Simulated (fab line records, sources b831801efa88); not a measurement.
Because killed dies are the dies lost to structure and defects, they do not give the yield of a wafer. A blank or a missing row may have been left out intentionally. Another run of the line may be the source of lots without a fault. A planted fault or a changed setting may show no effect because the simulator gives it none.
Matching of chambers :: flow sky130 :: rie_diel-02 running SKY_POLY_GATE_ETCH_16: 4 sister chambers
The step etches Si3N4 in CH3F/O2, stops on poly-Si, time 147.5 s, target depth 75 nm. 20 wafers are shown with their chamber, then 9 later ones without.

WAFERS PAIRED WITH THEIR CHAMBERS
wafer: L310.1
chamber: 0
drypump_motor_current_A (A): 5.5
throttle_valve_pct (%): 10.547
rf_fwd_power_W (W): 399.1

wafer: L310.4
chamber: 1
drypump_motor_current_A (A): 5.5
throttle_valve_pct (%): 10.540
rf_fwd_power_W (W): 399.2

wafer: L310.6
chamber: 3
drypump_motor_current_A (A): 5.4
throttle_valve_pct (%): 10.531
rf_fwd_power_W (W): 397.5

wafer: L311.2
chamber: 1
drypump_motor_current_A (A): 5.5
throttle_valve_pct (%): 10.543
rf_fwd_power_W (W): 398.8

wafer: L311.4
chamber: 2
drypump_motor_current_A (A): 4.8
throttle_valve_pct (%): 10.527
rf_fwd_power_W (W): 398.3

wafer: L311.5
chamber: 2
drypump_motor_current_A (A): 4.8
throttle_valve_pct (%): 10.540
rf_fwd_power_W (W): 396.9

wafer: L314.3
chamber: 2
drypump_motor_current_A (A): 4.8
throttle_valve_pct (%): 10.534
rf_fwd_power_W (W): 397.3

wafer: L314.5
chamber: 2
drypump_motor_current_A (A): 4.8
throttle_valve_pct (%): 10.532
rf_fwd_power_W (W): 397.5

wafer: L314.6
chamber: 3
drypump_motor_current_A (A): 5.4
throttle_valve_pct (%): 10.544
rf_fwd_power_W (W): 398.7

wafer: L315.1
chamber: 1
drypump_motor_current_A (A): 5.5
throttle_valve_pct (%): 10.544
rf_fwd_power_W (W): 397.5

wafer: L315.3
chamber: 2
drypump_motor_current_A (A): 4.8
throttle_valve_pct (%): 10.514
rf_fwd_power_W (W): 398.1

wafer: L315.5
chamber: 1
drypump_motor_current_A (A): 5.5
throttle_valve_pct (%): 10.538
rf_fwd_power_W (W): 398.8

wafer: L317.1
chamber: 2
drypump_motor_current_A (A): 4.8
throttle_valve_pct (%): 10.542
rf_fwd_power_W (W): 397.0

wafer: L317.3
chamber: 1
drypump_motor_current_A (A): 5.5
throttle_valve_pct (%): 10.540
rf_fwd_power_W (W): 398.6

wafer: L317.5
chamber: 2
drypump_motor_current_A (A): 4.8
throttle_valve_pct (%): 10.526
rf_fwd_power_W (W): 398.6

wafer: L319.1
chamber: 3
drypump_motor_current_A (A): 5.4
throttle_valve_pct (%): 10.539
rf_fwd_power_W (W): 400.3

wafer: L319.2
chamber: 1
drypump_motor_current_A (A): 5.6
throttle_valve_pct (%): 10.524
rf_fwd_power_W (W): 396.6

wafer: L319.3
chamber: 0
drypump_motor_current_A (A): 5.5
throttle_valve_pct (%): 10.541
rf_fwd_power_W (W): 398.6

wafer: L324.2
chamber: 3
drypump_motor_current_A (A): 5.4
throttle_valve_pct (%): 10.564
rf_fwd_power_W (W): 398.4

wafer: L324.4
chamber: 1
drypump_motor_current_A (A): 5.5
throttle_valve_pct (%): 10.553
rf_fwd_power_W (W): 397.7

SIGNATURES (means of the wafers above)
reading: drypump_motor_current_A
chamber 0: 5.500
chamber 1: 5.514
chamber 2: 4.800
chamber 3: 5.400
scatter within a chamber: 0.0231

reading: throttle_valve_pct
chamber 0: 10.54400
chamber 1: 10.54029
chamber 2: 10.53071
chamber 3: 10.54450
scatter within a chamber: 0.01

reading: rf_fwd_power_W
chamber 0: 398.850
chamber 1: 398.171
chamber 2: 397.671
chamber 3: 398.725
scatter within a chamber: 0.868
Rule: a wafer lies at a distance from a chamber equal to the root of the sum of squares, over the readings, of (its reading less the chamber's mean, divided by the reading's scatter). The wafer belongs to the nearest chamber; if the next one is less than 2 further off, it can't be placed. The scatter is the square root of a quotient: the sum, over the shown wafers, of each reading's squared deviation from its chamber's mean, divided by wafers minus chambers.

WAFERS WITHOUT THEIR CHAMBER
wafer: L324.5
drypump_motor_current_A (A): 5.4
throttle_valve_pct (%): 10.526
rf_fwd_power_W (W): 398.2

wafer: L325.3
drypump_motor_current_A (A): 5.5
throttle_valve_pct (%): 10.533
rf_fwd_power_W (W): 399.2

wafer: L325.4
drypump_motor_current_A (A): 5.4
throttle_valve_pct (%): 10.537
rf_fwd_power_W (W): 396.6

wafer: L325.5
drypump_motor_current_A (A): 4.8
throttle_valve_pct (%): 10.542
rf_fwd_power_W (W): 398.6

wafer: L329.2
drypump_motor_current_A (A): 4.8
throttle_valve_pct (%): 10.538
rf_fwd_power_W (W): 396.3

wafer: L329.3
drypump_motor_current_A (A): 5.5
throttle_valve_pct (%): 10.534
rf_fwd_power_W (W): 401.2

wafer: L329.5
drypump_motor_current_A (A): 4.8
throttle_valve_pct (%): 10.539
rf_fwd_power_W (W): 398.0

wafer: L333.3
drypump_motor_current_A (A): 4.8
throttle_valve_pct (%): 10.540
rf_fwd_power_W (W): 397.4

wafer: L333.5
drypump_motor_current_A (A): 5.4
throttle_valve_pct (%): 10.557
rf_fwd_power_W (W): 397.9

EACH ONE'S CHAMBER
wafer: L324.5
from the rows above: 3
in truth: 3

wafer: L325.3
from the rows above: can't be placed: 0 or 1
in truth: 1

wafer: L325.4
from the rows above: 3
in truth: 3

wafer: L325.5
from the rows above: 2
in truth: 2

wafer: L329.2
from the rows above: 2
in truth: 2

wafer: L329.3
from the rows above: can't be placed: 0 or 1
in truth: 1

wafer: L329.5
from the rows above: 2
in truth: 2

wafer: L333.3
from the rows above: 2
in truth: 2

wafer: L333.5
from the rows above: 3
in truth: 3
Correct placement for 7 of the 9. From these rows, 2 cannot be placed; in 2 the true chamber is one of the candidates. Number placed wrongly: 0.
